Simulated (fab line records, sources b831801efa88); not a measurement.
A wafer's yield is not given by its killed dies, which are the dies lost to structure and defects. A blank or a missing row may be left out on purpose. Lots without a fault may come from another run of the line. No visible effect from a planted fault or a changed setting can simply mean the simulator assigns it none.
One fault seen from 2 desks + flow sky130 + what lay behind the numbers comes last; until then each desk has only its own

## TOOL OWNER'S DESK, plasma asher-01
The tool's own readings at SKY_RES_XHIGH_STRIP_08 (strips in O2/N2): means of the sampled wafers that have a number, for each lot that ran on this tool. Any lot whose mean is over 4 standard deviations away from the usual mean is out of limits and marked OUT; that distance is given in the brackets.
Columns: A = drypump motor current A at SKY_RES_XHIGH_STRIP_08, usual 5.6 A; B = oes product au at SKY_RES_XHIGH_STRIP_08, usual 0.711 a.u.; C = strip time to endpoint s at SKY_RES_XHIGH_STRIP_08, usual 14.25 s
| lot  | first seen here | A   | B               | C     |
|------|-----------------|-----|-----------------|-------|
| L253 | day 26 12:31    | 5.4 | 0.711           | 14.28 |
| L259 | day 31 23:36    | 5.4 | 0.713           | 14.26 |
| L262 | day 32 00:38    | 5.5 | 0.915 (+43) OUT | -     |
| L276 | day 34 01:29    | 5.4 | 0.710           | 14.26 |
Finding of this desk: L262 out of limits; the first was L262 at day 32 00:38, on oes product au at SKY_RES_XHIGH_STRIP_08. Within limits: L253, L259, L276.

## FROM THE METROLOGY DESK
Means of the sampled wafers that have a number, per lot and without regard to the tool the lot ran on: this is what the gauges read. Any lot whose mean is over 4 standard deviations away from the usual mean is out of limits and marked OUT; that distance is given in the brackets.
Columns: A = cd nm at SKY_POLY_CUT_CD_MEAS_08, usual 269.8 nm; B = POLY_CUT_OVL at SKY_POLY_CUT_OVL_MEAS_09, usual 0 nm; C = SD_N_TW at SKY_SD_N_TW_MEAS_12, usual 3969
| lot  | first seen here | A     | B  | C                    |
|------|-----------------|-------|----|----------------------|
| L254 | day 24 01:26    | 269.9 | -6 | 3930                 |
| L253 | day 24 01:46    | 271.6 | 1  | 3961                 |
| L255 | day 25 22:04    | 269.6 | -1 | 3945                 |
| L259 | day 29 15:34    | 268.7 | -7 | 3964                 |
| L262 | day 29 15:48    | 269.7 | 5  | 30 (-99 or more) OUT |
| L261 | day 29 18:06    | 270.8 | -1 | 3962                 |
| L267 | day 30 01:02    | 268.9 | -7 | 3965                 |
| L268 | day 30 02:09    | 270.6 | 3  | 3988                 |
| L270 | day 30 03:54    | 269.7 | 1  | 3981                 |
| L272 | day 30 15:01    | 269.2 | 1  | 3976                 |
| L273 | day 30 17:48    | 270.4 | 2  | 3967                 |
| L274 | day 30 21:18    | 268.8 | 2  | 3961                 |
| L276 | day 31 20:47    | 270.7 | 6  | 3986                 |
This desk reports L262 out of limits; the earliest was L262 at day 33 04:06 (SD_N_TW at SKY_SD_N_TW_MEAS_12). Within limits: L254, L253, L255, L259, L261, L267, L268, L270, L272, L273, L274, L276.

## ALL TOGETHER
The tool owner's desk could have raised an alarm at day 32 00:38, on L262.
Metrology desk: alarm possible at day 33 04:06 on L262.
The lots listed all ran SKY_RES_XHIGH_STRIP_08 on plasma asher-01.

## WHAT HAD BEEN PUT IN BY THE SIMULATOR
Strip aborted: plasma asher-01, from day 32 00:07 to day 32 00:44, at SKY_RES_XHIGH_STRIP_08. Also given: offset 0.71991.
Struck lots among those shown: L262.
Hours from the fault's start to each desk's first reading out of limits: the tool owner's desk, 1; the metrology desk, 28.
